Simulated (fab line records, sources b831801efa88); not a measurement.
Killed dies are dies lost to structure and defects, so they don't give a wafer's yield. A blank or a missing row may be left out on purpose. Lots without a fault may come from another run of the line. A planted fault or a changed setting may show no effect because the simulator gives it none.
Which tool did it? | flow sky130 | 24 lots, 72 wafers sampled, at 6 steps of a route of 708

WHAT THE GAUGES READ, wafer by wafer
SKY_LOCAL_INTERCONNECT_OVL_MEAS_12. Usual: LOCAL_INTERCONNECT_OVL 3 nm, standard deviation 3.9.
lot  | measured     | on         | LOCAL_INTERCONNECT_OVL (nm) | flag
L074 | day 29 23:29 | overlay-01 | 4 1 3                       |
L075 | day 30 03:35 | overlay-02 | -1 -1 -5                    |
L076 | day 30 18:38 | overlay-01 | 6 3 1                       |
L077 | day 32 11:31 | overlay-02 | -5 4 -2                     |
L079 | day 32 22:20 | overlay-01 | 2 2 3                       |
L078 | day 33 02:28 | overlay-01 | 15 6 5                      |
L080 | day 33 04:51 | overlay-02 | 3 4 0                       |
L081 | day 33 12:41 | overlay-02 | 3 4 0                       |
L082 | day 33 16:12 | overlay-01 | 7 3 7                       |
L084 | day 33 22:18 | overlay-02 | 2 5 10                      |
L083 | day 33 22:38 | overlay-01 | -1 -2 -12                   |
L086 | day 34 13:14 | overlay-02 | 2 4 4                       |
L085 | day 34 15:46 | overlay-01 | 2 -4 -1                     |
L087 | day 34 19:07 | overlay-02 | 1 3 5                       |
L088 | day 35 04:15 | overlay-01 | 2 3 1                       |
L089 | day 35 08:29 | overlay-02 | 4 6 6                       |
L090 | day 35 15:39 | overlay-01 | 4 -1 2                      |
L091 | day 35 18:56 | overlay-02 | 7 9 5                       |
L092 | day 36 02:36 | overlay-02 | 11 6 8                      |
L093 | day 36 08:19 | overlay-01 | 2 3 6                       |
L094 | day 36 22:45 | overlay-01 | 6 4 6                       |
L095 | day 37 04:07 | overlay-01 | 2 -5 -4                     |
L096 | day 37 08:27 | overlay-02 | 3 8 3                       |
L097 | day 37 15:51 | overlay-01 | 6 6 3                       |

SKY_VIA2_CD_MEAS_12: target cd 200 nm. Usual: cd_nm 200.6 nm, standard deviation 1.4.
lot  | measured     | on        | cd_nm (nm)        | flag
L074 | day 35 23:28 | cd_sem-01 | 199.7 198.9 201.3 |
L075 | day 36 01:23 | cd_sem-01 | 200.7 200.6 201.6 |
L076 | day 36 16:04 | cd_sem-01 | 199.4 198.1 200.2 |
L077 | day 38 08:16 | cd_sem-01 | 201.6 202.2 201.3 |
L079 | day 38 17:13 | cd_sem-02 | 199.3 196.9 197.8 |
L078 | day 38 19:59 | cd_sem-01 | 201.4 202.3 202.9 |
L080 | day 38 23:50 | cd_sem-01 | 201.0 201.4 202.1 |
L081 | day 39 05:53 | cd_sem-01 | 199.8 200.5 199.4 |
L082 | day 39 10:42 | cd_sem-02 | 200.1 199.0 198.7 |
L084 | day 39 15:33 | cd_sem-01 | 202.0 202.0 202.9 |
L083 | day 39 15:54 | cd_sem-01 | 199.3 200.8 200.9 |
L086 | day 40 04:34 | cd_sem-01 | 199.2 199.9 199.5 |
L085 | day 40 05:58 | cd_sem-01 | 200.7 201.0 200.4 |
L087 | day 40 10:13 | cd_sem-02 | 200.9 199.3 200.0 |
L088 | day 40 18:07 | cd_sem-01 | 198.4 201.2 198.9 |
L089 | day 40 21:42 | cd_sem-01 | 200.9 202.1 201.1 |
L090 | day 41 05:57 | cd_sem-02 | 200.1 201.2 201.2 |
L091 | day 41 07:04 | cd_sem-02 | 203.2 202.5 201.2 |
L092 | day 41 15:01 | cd_sem-02 | 199.8 199.7 199.1 |
L093 | day 41 21:16 | cd_sem-02 | 200.0 199.6 200.0 |
L094 | day 42 10:01 | cd_sem-01 | 203.9 204.3 203.1 |
L095 | day 42 15:16 | cd_sem-02 | 200.3 200.5 200.5 |
L096 | day 42 17:54 | cd_sem-01 | 200.3 200.5 201.1 |
L097 | day 43 01:01 | cd_sem-02 | 199.6 200.7 199.7 |

SKY_VIA4_THK_MEAS_20: measures by xrf. Usual: VIA4_W_THK 508 nm, standard deviation 7.5.
lot  | measured     | on            | VIA4_W_THK (nm) | flag
L074 | day 42 13:10 | film_metro-03 | 516 514 517     |
L075 | day 42 15:19 | film_metro-03 | 502 505 498     |
L076 | day 43 03:16 | film_metro-03 | 514 508 515     |
L077 | day 44 14:43 | film_metro-04 | 500 504 505     |
L079 | day 44 23:00 | film_metro-03 | 509 510 510     |
L078 | day 45 01:14 | film_metro-01 | 519 515 511     |
L080 | day 45 05:12 | film_metro-04 | 497 499 494     |
L081 | day 45 10:33 | film_metro-01 | 512 526 518     |
L082 | day 45 13:58 | film_metro-03 | 510 512 506     |
L084 | day 45 17:47 | film_metro-04 | 495 503 498     |
L083 | day 45 19:05 | film_metro-04 | 500 495 497     |
L086 | day 46 05:14 | film_metro-03 | 504 501 504     |
L085 | day 46 08:04 | film_metro-01 | 518 518 518     |
L087 | day 46 09:16 | film_metro-04 | 500 503 504     |
L088 | day 46 16:41 | film_metro-04 | 500 507 503     |
L089 | day 46 20:03 | film_metro-04 | 498 498 498     |
L090 | day 47 03:34 | film_metro-03 | 504 504 501     |
L091 | day 47 05:31 | film_metro-03 | 508 520 507     |
L092 | day 47 11:12 | film_metro-03 | 511 515 512     |
L093 | day 47 16:17 | film_metro-03 | 512 506 515     |
L094 | day 48 04:13 | film_metro-01 | 517 505 515     |
L095 | day 48 08:33 | film_metro-01 | 510 508 509     |
L096 | day 48 08:39 | film_metro-03 | 514 518 513     |
L097 | day 48 13:58 | film_metro-04 | 509 496 504     |

SKY_METAL5_RS_MEAS_05: measures by four-point-probe. Usual: METAL5_ALCU_RS 0.02715 ohm/sq, standard deviation 0.00025.
lot  | measured     | on            | METAL5_ALCU_RS (ohm/sq) | flag
L074 | day 42 13:42 | film_metro-02 | 0.02675 0.02675 0.02702 |
L075 | day 42 15:52 | film_metro-02 | 0.0272 0.02717 0.02725  |
L076 | day 43 03:49 | film_metro-02 | 0.02751 0.02749 0.02749 |
L077 | day 44 15:16 | film_metro-04 | 0.02759 0.02752 0.02773 |
L079 | day 44 23:32 | film_metro-03 | 0.0274 0.02724 0.02747  |
L078 | day 45 01:48 | film_metro-04 | 0.02695 0.02693 0.02709 |
L080 | day 45 05:44 | film_metro-04 | 0.02695 0.02689 0.02693 |
L081 | day 45 11:05 | film_metro-04 | 0.02701 0.0269 0.02701  |
L082 | day 45 14:31 | film_metro-02 | 0.02714 0.0273 0.02726  |
L084 | day 45 18:20 | film_metro-02 | 0.0272 0.02716 0.02713  |
L083 | day 45 19:38 | film_metro-02 | 0.02701 0.02733 0.02686 |
L086 | day 46 05:54 | film_metro-02 | 0.02719 0.02699 0.0271  |
L085 | day 46 08:46 | film_metro-03 | 0.02698 0.02703 0.027   |
L087 | day 46 09:49 | film_metro-02 | 0.02736 0.02749 0.02733 |
L088 | day 46 17:14 | film_metro-04 | 0.02705 0.02714 0.02712 |
L089 | day 46 20:34 | film_metro-03 | 0.02707 0.02718 0.02704 |
L090 | day 47 04:06 | film_metro-03 | 0.02725 0.02751 0.02729 |
L091 | day 47 06:16 | film_metro-02 | 0.02713 0.02688 0.02693 |
L092 | day 47 11:58 | film_metro-02 | 0.02734 0.02719 0.02707 |
L093 | day 47 16:50 | film_metro-04 | 0.0267 0.02702 0.02696  |
L094 | day 48 04:44 | film_metro-02 | 0.0273 0.02734 0.02735  |
L095 | day 48 09:05 | film_metro-03 | 0.0268 0.02686 0.02686  |
L096 | day 48 09:11 | film_metro-02 | 0.02719 0.0271 0.02709  |
L097 | day 48 14:29 | film_metro-03 | 0.02701 0.0273 0.02719  |

SKY_PASSIVATION_THK_MEAS_01. Usual: PASSIVATION_CVD_00_THK 89.6 nm, standard deviation 0.97.
lot  | measured     | on            | PASSIVATION_CVD_00_THK (nm) | flag
L074 | day 43 12:49 | film_metro-04 | 89.1 89.3 89.4              |
L075 | day 43 15:37 | film_metro-01 | 87.6 89.3 90.0              |
L076 | day 44 03:25 | film_metro-02 | 88.0 88.5 89.5              |
L077 | day 45 13:31 | film_metro-02 | 89.2 90.8 90.8              |
L079 | day 45 21:14 | film_metro-01 | 89.3 91.2 89.4              |
L078 | day 45 23:02 | film_metro-01 | 91.2 90.5 91.7              |
L080 | day 46 02:22 | film_metro-01 | 89.4 90.6 89.3              |
L081 | day 46 08:24 | film_metro-02 | 90.0 90.4 90.4              |
L082 | day 46 11:23 | film_metro-04 | 88.2 89.7 89.6              |
L084 | day 46 15:48 | film_metro-01 | 87.6 90.5 89.3              |
L083 | day 46 16:22 | film_metro-02 | 88.7 89.3 90.2              |
L086 | day 47 02:41 | film_metro-02 | 88.4 88.8 89.3              |
L085 | day 47 06:09 | film_metro-04 | 88.8 91.5 91.5              |
L087 | day 47 06:49 | film_metro-02 | 89.1 88.3 90.9              |
L088 | day 47 14:41 | film_metro-02 | 89.4 88.7 90.2              |
L089 | day 47 17:42 | film_metro-01 | 89.4 89.6 90.3              |
L090 | day 48 01:28 | film_metro-02 | 89.5 88.7 90.8              |
L091 | day 48 04:28 | film_metro-04 | 89.0 88.0 90.6              |
L092 | day 48 08:04 | film_metro-02 | 89.1 89.7 90.3              |
L093 | day 48 12:51 | film_metro-02 | 89.1 89.2 90.7              |
L094 | day 49 00:08 | film_metro-02 | 87.8 89.4 90.1              |
L095 | day 49 04:11 | film_metro-01 | 88.5 89.1 90.5              |
L096 | day 49 04:29 | film_metro-01 | 89.0 89.1 90.3              |
L097 | day 49 09:02 | film_metro-01 | 89.0 87.8 88.8              |

WHICH TOOL RAN EACH LOT (tool, then ch and the chambers of the sampled wafers, then the start)
lot  | SKY_LOCAL_INTERCONNECT_SPUTTER_00
L074 | pvd_sputter-03, day 28 18:53
L075 | pvd_sputter-02, day 28 23:38
L076 | pvd_sputter-02, day 29 14:26
L077 | pvd_sputter-02, day 31 07:24
L079 | pvd_sputter-04, day 31 18:46
L078 | pvd_sputter-04, day 31 23:09
L080 | pvd_sputter-03, day 32 01:26
L081 | pvd_sputter-03, day 32 09:50
L082 | pvd_sputter-02, day 32 13:40
L084 | pvd_sputter-04, day 32 18:56
L083 | pvd_sputter-02, day 32 19:18
L086 | pvd_sputter-02, day 33 10:18
L085 | pvd_sputter-04, day 33 12:59
L087 | pvd_sputter-02, day 33 16:02
L088 | pvd_sputter-04, day 34 01:08
L089 | pvd_sputter-04, day 34 05:50
L090 | pvd_sputter-02, day 34 13:09
L091 | pvd_sputter-02, day 34 16:50
L092 | pvd_sputter-04, day 34 23:32
L093 | pvd_sputter-04, day 35 05:51
L094 | pvd_sputter-04, day 35 20:20
L095 | pvd_sputter-03, day 36 01:46
L096 | pvd_sputter-04, day 36 06:57
L097 | pvd_sputter-02, day 36 13:59
- SKY_LOCAL_INTERCONNECT_SPUTTER_00: material TiN, target thk 100 nm, time 83.3 s.

WHAT THE TOOLS THEMSELVES READ (means of the sampled wafers that have a number; where no wafer has one, the mark that the record gives instead)
SKY_LOCAL_INTERCONNECT_SPUTTER_00. Usual: throttle_valve_pct 29.6 %, standard deviation 1.2.
lot  | tool           | throttle_valve_pct (%) | flag
L074 | pvd_sputter-03 | 29.6                   |
L075 | pvd_sputter-02 | 30.0                   |
L076 | pvd_sputter-02 | 30.0                   |
L077 | pvd_sputter-02 | 31.2                   |
L079 | pvd_sputter-04 | 28.3                   |
L078 | pvd_sputter-04 | 28.9                   |
L080 | pvd_sputter-03 | 29.9                   |
L081 | pvd_sputter-03 | 29.6                   |
L082 | pvd_sputter-02 | 30.5                   |
L084 | pvd_sputter-04 | 28.6                   |
L083 | pvd_sputter-02 | 30.5                   |
L086 | pvd_sputter-02 | 30.0                   |
L085 | pvd_sputter-04 | 29.5                   |
L087 | pvd_sputter-02 | 31.3                   |
L088 | pvd_sputter-04 | 28.8                   |
L089 | pvd_sputter-04 | 27.9                   |
L090 | pvd_sputter-02 | 30.8                   |
L091 | pvd_sputter-02 | 30.1                   |
L092 | pvd_sputter-04 | 29.1                   |
L093 | pvd_sputter-04 | 28.7                   |
L094 | pvd_sputter-04 | 28.3                   |
L095 | pvd_sputter-03 | 29.7                   |
L096 | pvd_sputter-04 | 28.4                   |
L097 | pvd_sputter-02 | 30.5                   |

THE ANSWER, worked out from the rows above alone
Rule: a lot is off if the mean of its wafers that have a number lies more than 3 standard deviations from the usual mean. A lot without any number at a reading at which 4 lots or more have one is off too. The other lots that the step has rows for count as sound. The gauges are gone through in route order, then the tools' own readings, and for those a lot's mean is taken as printed above. The first step at which some lot is off is used, and at that step the reading that is off furthest; a lot without a number counts as furthest.
No lot is off at any reading shown: from this, nothing can be told.

WHAT THE SIMULATOR HAD PUT IN
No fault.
